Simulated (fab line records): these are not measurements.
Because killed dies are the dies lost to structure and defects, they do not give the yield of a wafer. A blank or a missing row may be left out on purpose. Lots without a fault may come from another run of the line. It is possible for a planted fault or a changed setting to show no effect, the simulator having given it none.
Which tool was responsible? | flow gf180mcu | 13 lots with 39 wafers sampled at 5 steps, on a route of 602 steps

## WHAT THE GAUGES READ, wafer by wafer
GF_HV_LDD_OVL_MEAS_08. Usual: for HV_LDD_OVL the level is -0.1 nm and the standard deviation is 1.3.
lot  | measured     | on         | HV_LDD_OVL (nm) | flag
L563 | day 10 09:22 | overlay-01 | -0.8 -3.7 -1.6  |
L564 | day 10 20:23 | overlay-02 | 0.7 0.2 1.5     |
L565 | day 11 04:32 | overlay-01 | 1.5 2.0 -0.2    |
L567 | day 11 17:56 | overlay-02 | -2.0 -1.3 -0.5  |
L568 | day 12 00:44 | overlay-02 | -0.3 0.2 0.4    |
L570 | day 12 16:35 | overlay-01 | -2.0 -2.6 -2.3  |
L571 | day 12 21:40 | overlay-01 | -2.0 -2.8 -1.4  |
L572 | day 13 07:53 | overlay-02 | 0.1 -1.4 0.5    |
L573 | day 13 10:19 | overlay-01 | -0.6 1.7 -2.4   |
L581 | day 16 07:47 | overlay-02 | -1.0 -1.1 -2.5  |
L582 | day 16 13:19 | overlay-02 | 0.6 -0.3 0.6    |
L583 | day 16 17:55 | overlay-01 | 2.2 1.0 2.7     |
L584 | day 17 01:14 | overlay-02 | 0.1 -0.9 0.5    |

GF_PSD_CD_MEAS_07: the cd target is 400 nm. Usual: cd_nm reads 399.2 nm (standard deviation 2.9).
lot  | measured     | on        | cd_nm (nm)        | flag
L563 | day 14 16:15 | cd_sem-01 | 399.3 398.8 400.5 |
L564 | day 15 04:13 | cd_sem-02 | 407.1 406.2 404.1 |
L565 | day 15 13:30 | cd_sem-01 | 399.1 399.8 397.5 |
L567 | day 16 05:52 | cd_sem-01 | 401.9 400.3 401.5 |
L568 | day 16 13:40 | cd_sem-02 | 398.3 398.9 399.0 |
L570 | day 17 08:00 | cd_sem-02 | 398.5 396.2 397.8 |
L571 | day 17 13:15 | cd_sem-02 | 399.5 398.4 397.9 |
L572 | day 17 23:40 | cd_sem-02 | 398.9 395.9 397.8 |
L573 | day 18 04:21 | cd_sem-01 | 396.5 398.2 398.0 |
L581 | day 21 09:58 | cd_sem-02 | 394.0 392.8 393.7 |
L582 | day 21 15:12 | cd_sem-02 | 399.5 397.2 396.8 |
L583 | day 21 19:27 | cd_sem-02 | 394.9 395.2 396.0 |
L584 | day 22 03:46 | cd_sem-01 | 401.5 401.2 401.8 |

GF_PSD_RS_MEAS_14: the measuring method here is four-point-probe. Usual: for NSD_RS the level is 46.11 ohm/sq and the standard deviation is 0.12.
lot  | measured     | on            | NSD_RS (ohm/sq)   | flag
L563 | day 14 16:51 | film_metro-03 | 46.11 46.06 46.08 |
L564 | day 15 04:49 | film_metro-03 | 46.19 46.31 46.19 |
L565 | day 15 14:09 | film_metro-03 | 46.16 46.27 46.03 |
L567 | day 16 06:28 | film_metro-03 | 46.24 46.32 46.13 |
L568 | day 16 14:19 | film_metro-02 | 46.25 46.36 46.30 |
L570 | day 17 08:36 | film_metro-03 | 46.20 46.21 46.22 |
L571 | day 17 13:51 | film_metro-01 | 46.05 46.14 46.05 |
L572 | day 18 00:16 | film_metro-01 | 41.85 41.98 42.02 | OFF
L573 | day 18 04:57 | film_metro-02 | 42.16 42.19 42.13 | OFF
L581 | day 21 10:34 | film_metro-01 | 46.10 46.05 46.01 |
L582 | day 21 15:48 | film_metro-03 | 45.96 46.14 46.20 |
L583 | day 21 20:03 | film_metro-01 | 45.90 45.93 45.86 |
L584 | day 22 04:22 | film_metro-01 | 45.96 46.02 45.97 |

GF_PSD_RS_MEAS_15: the measuring method here is four-point-probe. Usual: for PSD_RS the level is 108.5 ohm/sq and the standard deviation is 0.33.
lot  | measured     | on            | PSD_RS (ohm/sq)   | flag
L563 | day 14 16:58 | film_metro-03 | 108.8 108.8 108.6 |
L564 | day 15 04:56 | film_metro-03 | 108.7 108.9 108.7 |
L565 | day 15 14:16 | film_metro-03 | 108.3 108.7 108.6 |
L567 | day 16 06:35 | film_metro-03 | 108.8 109.2 108.6 |
L568 | day 16 14:26 | film_metro-02 | 109.4 109.1 109.2 |
L570 | day 17 08:43 | film_metro-03 | 108.6 108.5 108.0 |
L571 | day 17 13:58 | film_metro-01 | 108.6 108.6 108.5 |
L572 | day 18 00:23 | film_metro-01 | 96.7 97.0 97.1    | OFF
L573 | day 18 05:04 | film_metro-02 | 97.0 97.1 97.1    | OFF
L581 | day 21 10:41 | film_metro-01 | 108.6 108.4 108.7 |
L582 | day 21 15:55 | film_metro-03 | 108.0 108.6 108.9 |
L583 | day 21 20:10 | film_metro-01 | 107.7 108.0 108.1 |
L584 | day 22 04:29 | film_metro-01 | 108.6 108.5 108.7 |

## WHAT TOOL EACH LOT RAN ON (gives the tool, then ch and the chambers of the sampled wafers, and finally the start)
lot  | GF_PSD_RTA_13
L563 | rtp_anneal-02 ch 0, day 14 16:46
L564 | rtp_anneal-02 ch 0, day 15 04:44
L565 | rtp_anneal-01 ch 0, day 15 14:01
L567 | rtp_anneal-02 ch 0, day 16 06:22
L568 | rtp_anneal-01 ch 0, day 16 14:13
L570 | rtp_anneal-01 ch 0, day 17 08:31
L571 | rtp_anneal-02 ch 0, day 17 13:46
L572 | rtp_anneal-02 ch 0, day 18 00:11
L573 | rtp_anneal-02 ch 0, day 18 04:52
L581 | rtp_anneal-01 ch 0, day 21 10:29
L582 | rtp_anneal-01 ch 0, day 21 15:43
L583 | rtp_anneal-01 ch 0, day 21 19:58
L584 | rtp_anneal-01 ch 0, day 22 04:15
- GF_PSD_RTA_13: time 20 s.

## AS READ BY THE TOOLS THEMSELVES (means over the sampled wafers that have a number; for cases with no such wafer, the mark the record gives instead)
GF_PSD_RTA_13. Usual: lamp_power_pct 33.6 %, standard deviation 0.52; wafer_temp_C_max 1029.7, standard deviation 1.1.
lot  | tool          | lamp_power_pct (%) | wafer_temp_C_max | flag
L563 | rtp_anneal-02 | 34.2               | 1028.5           |
L564 | rtp_anneal-02 | 34.2               | 1028.5           |
L565 | rtp_anneal-01 | 33.1               | 1030.7           |
L567 | rtp_anneal-02 | 34.2               | 1028.9           |
L568 | rtp_anneal-01 | 33.1               | 1030.6           |
L570 | rtp_anneal-01 | 33.1               | 1029.8           |
L571 | rtp_anneal-02 | 34.1               | 1028.5           |
L572 | rtp_anneal-02 | 36.7               | 1028.7           | OFF
L573 | rtp_anneal-02 | 36.6               | 1029.7           | OFF
L581 | rtp_anneal-01 | 33.1               | 1030.7           |
L582 | rtp_anneal-01 | 33.1               | 1031.8           |
L583 | rtp_anneal-01 | 33.1               | 1031.0           |
L584 | rtp_anneal-01 | 33.1               | 1030.4           |

## THE ANSWER, worked out from the rows above alone
Rule: a lot is off if the mean of its wafers that have a number lies more than 3 standard deviations from the usual mean. Also off: a lot with no number at a reading for which 4 or more lots have one. Any other lot the step has rows for is counted as sound. The gauges are gone through in route order, then the tools' own readings, and for those a lot's mean is taken as printed above. The first step at which some lot is off is used, and at that step the reading that is off furthest; a lot without a number counts as furthest.
Off: at GF_PSD_RS_MEAS_14 (NSD_RS), L572, L573.
A tool fits if, at a process step before that reading, it ran every lot that is off, and no sound lot after the first of them. The gauges at GF_PSD_RS_MEAS_14 aren't tried: what is off there is off at GF_PSD_RTA_13 too, on other tools, and a gauge's error can't cause that. One candidate fits, namely rtp_anneal-02 at GF_PSD_RTA_13. Its last sound lot is L571 (day 17 13:46), its first lot that is off L572 (day 18 00:11): a fault that began between those two fits.
The tool's own readings at GF_PSD_RTA_13 bear it out: on the lots that are off they differ by more than 5 times the standard deviation of the sound lots' means. lamp_power_pct reads 36.7 % there against 33.5 % on the sound lots.

## WHAT WAS PUT IN BY THE SIMULATOR
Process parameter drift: rtp_anneal-02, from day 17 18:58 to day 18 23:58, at GF_PSD_RTA_13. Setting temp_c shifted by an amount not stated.
Shown lots that were struck: L572, L573. Same finding as the rule above.
